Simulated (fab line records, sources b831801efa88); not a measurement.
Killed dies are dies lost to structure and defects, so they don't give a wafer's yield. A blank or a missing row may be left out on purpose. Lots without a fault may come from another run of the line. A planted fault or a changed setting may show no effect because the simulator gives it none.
A struck lot beside a sound one | flow sky130 | 43 steps out of a route of 708
Sound: wafers L678.1, L678.2, L678.3. Struck: wafers L698.2, L698.3, L698.5. The cause comes at the end.
At each step with rows: each side's tool, then ch and its chambers, then its first start. Under that, the readings that differ: sound wafers | struck wafers | difference of the means | sigmas: that difference in standard deviations of wafers without a fault.
alike: readings whose means differ by less than 2 such deviations, and words and numbers that are the same on both sides. not compared: withheld readings, readings that some wafer has no value for, bounds like >300 that may hide the same value, and numbers for which the record gives no deviation and whose values overlap.
The two part at a step that has a row with sigmas, a row that says differs or no value, or rows on one side only. Numbers that don't overlap but have no deviation are shown without sigmas and don't part them. A reading that every wafer of one side lacks parts them only if that side has two wafers or more.

SKY_LDD_N_STRIP_16: strips in O2/N2.
  sound on plasma_asher-04 ch 0,1, day 18 16:16; struck on plasma_asher-02 ch 0,1, day 26 04:34
  alike: drypump_motor_current_A, oes_product_au, strip_time_to_endpoint_s
  not compared: rf_hours_counter_h
SKY_LDD_N_TW_MEAS_17:
  sound on film_metro-02, day 18 16:22; struck on film_metro-02, day 26 04:40
  alike: LDD_N_TW
then, 7 steps without rows for these wafers: SKY_LDD_P_DEHYDRATE_00 (time 60 s); SKY_LDD_P_HMDS_01 (prime time 60 s); SKY_LDD_P_COAT_02 (resist thk 1140 nm); SKY_LDD_P_SOFTBAKE_03 (time 60 s); SKY_LDD_P_EXPOSE_04 (exposes mask PSDM, target cd 380 nm); SKY_LDD_P_PEB_05; SKY_LDD_P_DEVELOP_06 (develop time 60 s).
SKY_LDD_P_CD_MEAS_07: target cd 380 nm.
  sound on cd_sem-01, day 19 23:08; struck on cd_sem-01, day 27 06:54
  reading    | sound             | struck            | difference | sigmas
  cd_nm (nm) | 377.0 377.8 375.9 | 382.9 382.8 386.0 | +7.0       | +3
SKY_LDD_P_OVL_MEAS_08:
  sound on overlay-01, day 19 23:15; struck on overlay-02, day 27 07:01
  alike: LDD_P_OVL
then, 1 step without rows for these wafers: SKY_LDD_P_IMPLANT_09.
SKY_LDD_P_STRIP_10: strips in O2/N2.
  sound on plasma_asher-02 ch 0,1, day 19 23:26; struck on plasma_asher-02 ch 0,1, day 27 07:11
  alike: drypump_motor_current_A, oes_product_au, strip_time_to_endpoint_s
  not compared: rf_hours_counter_h
SKY_LDD_P_TW_MEAS_11:
  sound on film_metro-04, day 19 23:32; struck on film_metro-01, day 27 07:18
  alike: LDD_P_TW
then, 7 steps without rows for these wafers: SKY_LDD_HVN_DEHYDRATE_00 (time 60 s); SKY_LDD_HVN_HMDS_01 (prime time 60 s); SKY_LDD_HVN_COAT_02 (resist thk 300 nm); SKY_LDD_HVN_SOFTBAKE_03 (time 60 s); SKY_LDD_HVN_EXPOSE_04 (exposes mask HVNTM, target cd 700 nm); SKY_LDD_HVN_PEB_05; SKY_LDD_HVN_DEVELOP_06 (develop time 60 s).
SKY_LDD_HVN_OVL_MEAS_07:
  sound on overlay-01, day 21 07:29; struck on overlay-02, day 28 10:29
  alike: LDD_HVN_OVL
then, 1 step without rows for these wafers: SKY_LDD_HVN_IMPLANT_08.
SKY_LDD_HVN_STRIP_09: strips in O2/N2.
  sound on plasma_asher-03 ch 0,1, day 21 07:40; struck on plasma_asher-03 ch 0,1, day 28 10:40
  alike: drypump_motor_current_A, oes_product_au, strip_time_to_endpoint_s
  not compared: rf_hours_counter_h
SKY_LDD_HVN_TW_MEAS_10:
  sound on film_metro-01, day 21 07:46; struck on film_metro-01, day 28 10:46
  alike: LDD_HVN_TW
then, 7 steps without rows for these wafers: SKY_LDD_HVP_DEHYDRATE_00 (time 60 s); SKY_LDD_HVP_HMDS_01 (prime time 60 s); SKY_LDD_HVP_COAT_02 (resist thk 300 nm); SKY_LDD_HVP_SOFTBAKE_03 (time 60 s); SKY_LDD_HVP_EXPOSE_04 (exposes mask HVPTM, target cd 700 nm); SKY_LDD_HVP_PEB_05; SKY_LDD_HVP_DEVELOP_06 (develop time 60 s).
SKY_LDD_HVP_OVL_MEAS_07:
  sound on overlay-01, day 22 15:02; struck on overlay-01, day 29 13:44
  alike: LDD_HVP_OVL
then, 1 step without rows for these wafers: SKY_LDD_HVP_IMPLANT_08.
SKY_LDD_HVP_STRIP_09: strips in O2/N2.
  sound on plasma_asher-02 ch 0,1, day 22 15:13; struck on plasma_asher-03 ch 0,1, day 29 13:55
  reading                      | sound             | struck            | difference | sigmas
  strip_time_to_endpoint_s (s) | 4.146 4.150 4.160 | 4.124 4.112 4.135 | -0.028     | -2
  alike: drypump_motor_current_A, oes_product_au
  not compared: rf_hours_counter_h
SKY_LDD_HVP_TW_MEAS_10:
  sound on film_metro-03, day 22 15:19; struck on film_metro-03, day 29 14:02
  alike: LDD_HVP_TW
then, 6 steps without rows for these wafers: SKY_LDD_LDN_DEHYDRATE_00 (time 60 s); SKY_LDD_LDN_HMDS_01 (prime time 60 s); SKY_LDD_LDN_COAT_02 (resist thk 1140 nm); SKY_LDD_LDN_SOFTBAKE_03 (time 60 s); SKY_LDD_LDN_EXPOSE_04 (exposes mask LDNTM, target cd 700 nm); SKY_LDD_LDN_PEB_05.
-- the record jumps here: 21 days lie between the struck wafers' starts before and after (it left off in module LDD_LDN and takes up again in module PAD_OPEN, whose first step shown is number 708 of the route) --
SKY_PAD_OPEN_PROBE_99:
  sound on prober-02, day 46 09:14; struck on prober-02, day 51 02:00
  reading             | sound    | struck                                                                     | difference                   | sigmas
  hold                | - - -    | await_dispo/2.4h/release await_dispo/2.4h/release await_dispo/2.4h/release | no value on the sound wafers |
  killed_at_front_end | 14 8 12  | 58 48 56                                                                   | +43                          | +9
  killed_dies         | 81 87 90 | 123 117 136                                                                | +39                          | +4
  alike: killed_at_M0_to_M3, killed_at_M4_up, killed_at_contacts, killed_at_other, killed_open, killed_short

WHERE THEY PART
First at SKY_LDD_P_CD_MEAS_07; last, within this record, at SKY_PAD_OPEN_PROBE_99.

WHY: what the simulator had put in
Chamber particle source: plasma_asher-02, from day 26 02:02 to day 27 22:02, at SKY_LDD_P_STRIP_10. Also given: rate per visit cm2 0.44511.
